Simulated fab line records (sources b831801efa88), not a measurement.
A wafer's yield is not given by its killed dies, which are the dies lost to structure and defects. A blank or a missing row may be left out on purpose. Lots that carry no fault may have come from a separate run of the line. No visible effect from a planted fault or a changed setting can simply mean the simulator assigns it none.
What tool caused it? :: flow sfq_line :: 14 lots, 42 wafers sampled, at 4 steps of a route of 325

WHAT THE GAUGES SHOWED, per wafer
The record holds no reading of a measuring or inspecting step that can be judged against a usual standard deviation.

WHAT TOOL EACH LOT RAN ON (gives the tool, then ch and the chambers of the sampled wafers, and finally the start)
lot: L261
SFQ_TRILAYER_I1_DEP_PECVD_045: pecvd-03 ch 0,1, day 24 05:41
SFQ_TRILAYER_M2_BARC_OPEN_METAL_ETCH_077: rie_metal-01 ch 0,1, day 36 23:09
SFQ_TRILAYER_I3_DEP_PECVD_081: pecvd-01 ch 1,2, day 43 12:07
SFQ_TRILAYER_M4_DEP_SPUTTER_091: pvd_sputter-03, day 49 06:16

lot: L262
SFQ_TRILAYER_I1_DEP_PECVD_045: pecvd-03 ch 0,1,2, day 24 12:53
SFQ_TRILAYER_M2_BARC_OPEN_METAL_ETCH_077: rie_metal-01 ch 0,1, day 37 08:52
SFQ_TRILAYER_I3_DEP_PECVD_081: pecvd-04 ch 0,1, day 44 02:29
SFQ_TRILAYER_M4_DEP_SPUTTER_091: pvd_sputter-03, day 49 18:16

lot: L264
SFQ_TRILAYER_I1_DEP_PECVD_045: pecvd-01 ch 0,1, day 25 12:22
SFQ_TRILAYER_M2_BARC_OPEN_METAL_ETCH_077: rie_metal-03 ch 1, day 38 08:59
SFQ_TRILAYER_I3_DEP_PECVD_081: pecvd-02 ch 0,1, day 45 03:48
SFQ_TRILAYER_M4_DEP_SPUTTER_091: pvd_sputter-03, day 50 11:16

lot: L265
SFQ_TRILAYER_I1_DEP_PECVD_045: pecvd-03 ch 1,2, day 25 21:18
SFQ_TRILAYER_M2_BARC_OPEN_METAL_ETCH_077: rie_metal-03 ch 1, day 38 13:47
SFQ_TRILAYER_I3_DEP_PECVD_081: pecvd-04 ch 0,2, day 45 06:59
SFQ_TRILAYER_M4_DEP_SPUTTER_091: pvd_sputter-03, day 50 14:40

lot: L266
SFQ_TRILAYER_I1_DEP_PECVD_045: pecvd-02 ch 0,1,2, day 25 23:42
SFQ_TRILAYER_M2_BARC_OPEN_METAL_ETCH_077: rie_metal-01 ch 0,1, day 38 14:59
SFQ_TRILAYER_I3_DEP_PECVD_081: pecvd-02 ch 0,2, day 45 09:48
SFQ_TRILAYER_M4_DEP_SPUTTER_091: pvd_sputter-03, day 50 17:04

lot: L268
SFQ_TRILAYER_I1_DEP_PECVD_045: pecvd-01 ch 0,1,2, day 27 19:02
SFQ_TRILAYER_M2_BARC_OPEN_METAL_ETCH_077: rie_metal-03 ch 0,1, day 40 06:51
SFQ_TRILAYER_I3_DEP_PECVD_081: pecvd-04 ch 0,1,2, day 46 15:07
SFQ_TRILAYER_M4_DEP_SPUTTER_091: pvd_sputter-03, day 51 05:04

lot: L269
SFQ_TRILAYER_I1_DEP_PECVD_045: pecvd-02 ch 1,2, day 28 13:02
SFQ_TRILAYER_M2_BARC_OPEN_METAL_ETCH_077: rie_metal-01 ch 0,1, day 40 21:08
SFQ_TRILAYER_I3_DEP_PECVD_081: pecvd-01 ch 1,2, day 48 02:12
SFQ_TRILAYER_M4_DEP_SPUTTER_091: pvd_sputter-06, day 52 15:52

lot: L270
SFQ_TRILAYER_I1_DEP_PECVD_045: pecvd-02 ch 1,2, day 29 13:43
SFQ_TRILAYER_M2_BARC_OPEN_METAL_ETCH_077: rie_metal-01 ch 0,1, day 41 18:44
SFQ_TRILAYER_I3_DEP_PECVD_081: pecvd-04 ch 1,2, day 48 03:24
SFQ_TRILAYER_M4_DEP_SPUTTER_091: pvd_sputter-03, day 52 21:52

lot: L276
SFQ_TRILAYER_I1_DEP_PECVD_045: pecvd-01 ch 0,2, day 31 02:56
SFQ_TRILAYER_M2_BARC_OPEN_METAL_ETCH_077: rie_metal-01 ch 0,1, day 43 19:32
SFQ_TRILAYER_I3_DEP_PECVD_081: pecvd-02 ch 1,2, day 49 15:52
SFQ_TRILAYER_M4_DEP_SPUTTER_091: pvd_sputter-03, day 55 11:50

lot: L277
SFQ_TRILAYER_I1_DEP_PECVD_045: pecvd-01 ch 0,2, day 31 16:07
SFQ_TRILAYER_M2_BARC_OPEN_METAL_ETCH_077: rie_metal-01 ch 0,1, day 44 09:56
SFQ_TRILAYER_I3_DEP_PECVD_081: pecvd-02 ch 0,2, day 50 00:19
SFQ_TRILAYER_M4_DEP_SPUTTER_091: pvd_sputter-06, day 55 23:50

lot: L279
SFQ_TRILAYER_I1_DEP_PECVD_045: pecvd-01 ch 0,1,2, day 31 23:19
SFQ_TRILAYER_M2_BARC_OPEN_METAL_ETCH_077: rie_metal-04 ch 0,1, day 44 19:38
SFQ_TRILAYER_I3_DEP_PECVD_081: pecvd-02 ch 0,1,2, day 50 08:41
SFQ_TRILAYER_M4_DEP_SPUTTER_091: pvd_sputter-05, day 56 11:49

lot: L280
SFQ_TRILAYER_I1_DEP_PECVD_045: pecvd-01 ch 0,1,2, day 32 18:39
SFQ_TRILAYER_M2_BARC_OPEN_METAL_ETCH_077: rie_metal-04 ch 1, day 45 12:22
SFQ_TRILAYER_I3_DEP_PECVD_081: pecvd-01 ch 0,2, day 51 00:16
SFQ_TRILAYER_M4_DEP_SPUTTER_091: pvd_sputter-06, day 57 00:59

lot: L281
SFQ_TRILAYER_I1_DEP_PECVD_045: pecvd-02 ch 0,1,2, day 32 23:35
SFQ_TRILAYER_M2_BARC_OPEN_METAL_ETCH_077: rie_metal-03 ch 0,1, day 45 20:08
SFQ_TRILAYER_I3_DEP_PECVD_081: pecvd-04 ch 0,1, day 51 03:52
SFQ_TRILAYER_M4_DEP_SPUTTER_091: pvd_sputter-03, day 57 05:47

lot: L284
SFQ_TRILAYER_I1_DEP_PECVD_045: pecvd-03 ch 1,2, day 34 11:25
SFQ_TRILAYER_M2_BARC_OPEN_METAL_ETCH_077: rie_metal-03 ch 0,1, day 46 15:20
SFQ_TRILAYER_I3_DEP_PECVD_081: pecvd-04 ch 0,1,2, day 51 08:40
SFQ_TRILAYER_M4_DEP_SPUTTER_091: pvd_sputter-03, day 57 09:23
- SFQ_TRILAYER_I1_DEP_PECVD_045: deposits SiO2 from SiH4/N2O, time 111.11 s, target thk 500 nm.
- SFQ_TRILAYER_M2_BARC_OPEN_METAL_ETCH_077: etches BARC in O2, target depth 125 nm, time 41.7 s.
- SFQ_TRILAYER_I3_DEP_PECVD_081: deposits SiO2 from SiH4/N2O, time 111.11 s, target thk 500 nm.
- SFQ_TRILAYER_M4_DEP_SPUTTER_091: material Nb, target thk 200 nm, time 133.3 s.

AS READ BY THE TOOLS THEMSELVES (means over the sampled wafers that have a number; for cases with no such wafer, the mark the record gives instead)
SFQ_TRILAYER_I1_DEP_PECVD_045.
lot: L261
tool: pecvd-03
heater_power_w (W): 75
rf_fwd_power_W (W): 181.6
throttle_valve_pct (%): 23.9

lot: L262
tool: pecvd-03
heater_power_w (W): 83
rf_fwd_power_W (W): 182.0
throttle_valve_pct (%): 25.3

lot: L264
tool: pecvd-01
heater_power_w (W): 78
rf_fwd_power_W (W): 183.0
throttle_valve_pct (%): 25.0

lot: L265
tool: pecvd-03
heater_power_w (W): 109
rf_fwd_power_W (W): 182.0
throttle_valve_pct (%): 26.8

lot: L266
tool: pecvd-02
heater_power_w (W): 88
rf_fwd_power_W (W): 182.4
throttle_valve_pct (%): 22.7

lot: L268
tool: pecvd-01
heater_power_w (W): 89
rf_fwd_power_W (W): 182.7
throttle_valve_pct (%): 25.3

lot: L269
tool: pecvd-02
heater_power_w (W): 90
rf_fwd_power_W (W): 182.3
throttle_valve_pct (%): 23.3

lot: L270
tool: pecvd-02
heater_power_w (W): 94
rf_fwd_power_W (W): 182.5
throttle_valve_pct (%): 23.3

lot: L276
tool: pecvd-01
heater_power_w (W): 60
rf_fwd_power_W (W): 182.4
throttle_valve_pct (%): 25.4

lot: L277
tool: pecvd-01
heater_power_w (W): 64
rf_fwd_power_W (W): 182.4
throttle_valve_pct (%): 25.6

lot: L279
tool: pecvd-01
heater_power_w (W): 85
rf_fwd_power_W (W): 182.1
throttle_valve_pct (%): 25.5

lot: L280
tool: pecvd-01
heater_power_w (W): 89
rf_fwd_power_W (W): 182.1
throttle_valve_pct (%): 25.8

lot: L281
tool: pecvd-02
heater_power_w (W): 90
rf_fwd_power_W (W): 183.1
throttle_valve_pct (%): 23.1

lot: L284
tool: pecvd-03
heater_power_w (W): 101
rf_fwd_power_W (W): 182.1
throttle_valve_pct (%): 25.5

SFQ_TRILAYER_M2_BARC_OPEN_METAL_ETCH_077.
lot: L261
tool: rie_metal-01
drypump_motor_current_A (A): 5.73
he_backside_leak_sccm (sccm): 3.38
oes_product_au (a.u.): 0.685

lot: L262
tool: rie_metal-01
drypump_motor_current_A (A): 5.78
he_backside_leak_sccm (sccm): 3.48
oes_product_au (a.u.): 0.689

lot: L264
tool: rie_metal-03
drypump_motor_current_A (A): 5.31
he_backside_leak_sccm (sccm): 3.10
oes_product_au (a.u.): 0.684

lot: L265
tool: rie_metal-03
drypump_motor_current_A (A): 5.30
he_backside_leak_sccm (sccm): 3.18
oes_product_au (a.u.): 0.686

lot: L266
tool: rie_metal-01
drypump_motor_current_A (A): 5.73
he_backside_leak_sccm (sccm): 3.25
oes_product_au (a.u.): 0.683

lot: L268
tool: rie_metal-03
drypump_motor_current_A (A): 5.42
he_backside_leak_sccm (sccm): 3.50
oes_product_au (a.u.): 0.682

lot: L269
tool: rie_metal-01
drypump_motor_current_A (A): 5.75
he_backside_leak_sccm (sccm): 3.24
oes_product_au (a.u.): 0.684

lot: L270
tool: rie_metal-01
drypump_motor_current_A (A): 5.72
he_backside_leak_sccm (sccm): 3.49
oes_product_au (a.u.): 0.687

lot: L276
tool: rie_metal-01
drypump_motor_current_A (A): 5.74
he_backside_leak_sccm (sccm): 3.40
oes_product_au (a.u.): 0.681

lot: L277
tool: rie_metal-01
drypump_motor_current_A (A): 5.75
he_backside_leak_sccm (sccm): 3.32
oes_product_au (a.u.): 0.685

lot: L279
tool: rie_metal-04
drypump_motor_current_A (A): 5.23
he_backside_leak_sccm (sccm): 3.55
oes_product_au (a.u.): 0.687

lot: L280
tool: rie_metal-04
drypump_motor_current_A (A): 5.31
he_backside_leak_sccm (sccm): 3.62
oes_product_au (a.u.): 0.685

lot: L281
tool: rie_metal-03
drypump_motor_current_A (A): 5.50
he_backside_leak_sccm (sccm): 3.46
oes_product_au (a.u.): 0.690

lot: L284
tool: rie_metal-03
drypump_motor_current_A (A): 5.42
he_backside_leak_sccm (sccm): 3.31
oes_product_au (a.u.): 0.678

SFQ_TRILAYER_I3_DEP_PECVD_081.
lot: L261
tool: pecvd-01
heater_power_w (W): 99
rf_fwd_power_W (W): 182.1
throttle_valve_pct (%): 26.1

lot: L262
tool: pecvd-04
heater_power_w (W): 88
rf_fwd_power_W (W): 182.6
throttle_valve_pct (%): 24.9

lot: L264
tool: pecvd-02
heater_power_w (W): 94
rf_fwd_power_W (W): 181.8
throttle_valve_pct (%): 23.5

lot: L265
tool: pecvd-04
heater_power_w (W): 96
rf_fwd_power_W (W): 182.2
throttle_valve_pct (%): 24.8

lot: L266
tool: pecvd-02
heater_power_w (W): 81
rf_fwd_power_W (W): 182.7
throttle_valve_pct (%): 24.1

lot: L268
tool: pecvd-04
heater_power_w (W): 92
rf_fwd_power_W (W): 192.2
throttle_valve_pct (%): 25.0

lot: L269
tool: pecvd-01
heater_power_w (W): 98
rf_fwd_power_W (W): 181.8
throttle_valve_pct (%): 26.1

lot: L270
tool: pecvd-04
heater_power_w (W): 100
rf_fwd_power_W (W): 192.1
throttle_valve_pct (%): 25.1

lot: L276
tool: pecvd-02
heater_power_w (W): 94
rf_fwd_power_W (W): 182.8
throttle_valve_pct (%): 24.2

lot: L277
tool: pecvd-02
heater_power_w (W): 86
rf_fwd_power_W (W): 183.0
throttle_valve_pct (%): 24.3

lot: L279
tool: pecvd-02
heater_power_w (W): 88
rf_fwd_power_W (W): 181.6
throttle_valve_pct (%): 24.0

lot: L280
tool: pecvd-01
heater_power_w (W): 74
rf_fwd_power_W (W): 182.4
throttle_valve_pct (%): 26.0

lot: L281
tool: pecvd-04
heater_power_w (W): 87
rf_fwd_power_W (W): 182.9
throttle_valve_pct (%): 25.3

lot: L284
tool: pecvd-04
heater_power_w (W): 94
rf_fwd_power_W (W): 182.0
throttle_valve_pct (%): 25.3

SFQ_TRILAYER_M4_DEP_SPUTTER_091.
lot: L261
tool: pvd_sputter-03
cathode_dc_power_W (W): 2000.0
throttle_valve_pct (%): 30.2

lot: L262
tool: pvd_sputter-03
cathode_dc_power_W (W): 1999.7
throttle_valve_pct (%): 31.0

lot: L264
tool: pvd_sputter-03
cathode_dc_power_W (W): 1999.9
throttle_valve_pct (%): 30.8

lot: L265
tool: pvd_sputter-03
cathode_dc_power_W (W): 2000.2
throttle_valve_pct (%): 31.0

lot: L266
tool: pvd_sputter-03
cathode_dc_power_W (W): 2000.0
throttle_valve_pct (%): 30.2

lot: L268
tool: pvd_sputter-03
cathode_dc_power_W (W): 1999.7
throttle_valve_pct (%): 30.0

lot: L269
tool: pvd_sputter-06
cathode_dc_power_W (W): 1999.9
throttle_valve_pct (%): 29.7

lot: L270
tool: pvd_sputter-03
cathode_dc_power_W (W): 2000.3
throttle_valve_pct (%): 30.7

lot: L276
tool: pvd_sputter-03
cathode_dc_power_W (W): 2000.2
throttle_valve_pct (%): 30.0

lot: L277
tool: pvd_sputter-06
cathode_dc_power_W (W): 2000.6
throttle_valve_pct (%): 29.9

lot: L279
tool: pvd_sputter-05
cathode_dc_power_W (W): 1999.7
throttle_valve_pct (%): 30.4

lot: L280
tool: pvd_sputter-06
cathode_dc_power_W (W): 2000.1
throttle_valve_pct (%): 29.7

lot: L281
tool: pvd_sputter-03
cathode_dc_power_W (W): 2000.2
throttle_valve_pct (%): 30.9

lot: L284
tool: pvd_sputter-03
cathode_dc_power_W (W): 2000.1
throttle_valve_pct (%): 30.0

THE ANSWER, worked out from the rows above alone
Rule: the lots themselves supply what counts as usual. The widest of any qualifying gaps counts: lots, ordered by their means at a reading, are off when they make up no more than a third of the lots, leave a main group of 4 or more, and stand apart from it by 3 or more times the standard deviation of that group's means. Not used: any main group whose means are identical at the precision the tables above print for the reading. A lot without any number at a reading at which 4 lots or more have one is off too. The other lots that the step has rows for count as sound. The gauges are gone through in route order, then the tools' own readings, and for those a lot's mean is taken as printed above. The first step at which some lot is off is used, and at that step the reading that is off furthest; a lot without a number counts as furthest.
Off: L268, L270, at SFQ_TRILAYER_I3_DEP_PECVD_081 (rf_fwd_power_W). The main group has a mean of 182.3 W with a standard deviation of 0.45.
A tool fits if, at that step or a process step before it, it ran every lot that is off, and no sound lot after the first of them. No candidate that was tried fits.

WHAT THE SIMULATOR PUT IN
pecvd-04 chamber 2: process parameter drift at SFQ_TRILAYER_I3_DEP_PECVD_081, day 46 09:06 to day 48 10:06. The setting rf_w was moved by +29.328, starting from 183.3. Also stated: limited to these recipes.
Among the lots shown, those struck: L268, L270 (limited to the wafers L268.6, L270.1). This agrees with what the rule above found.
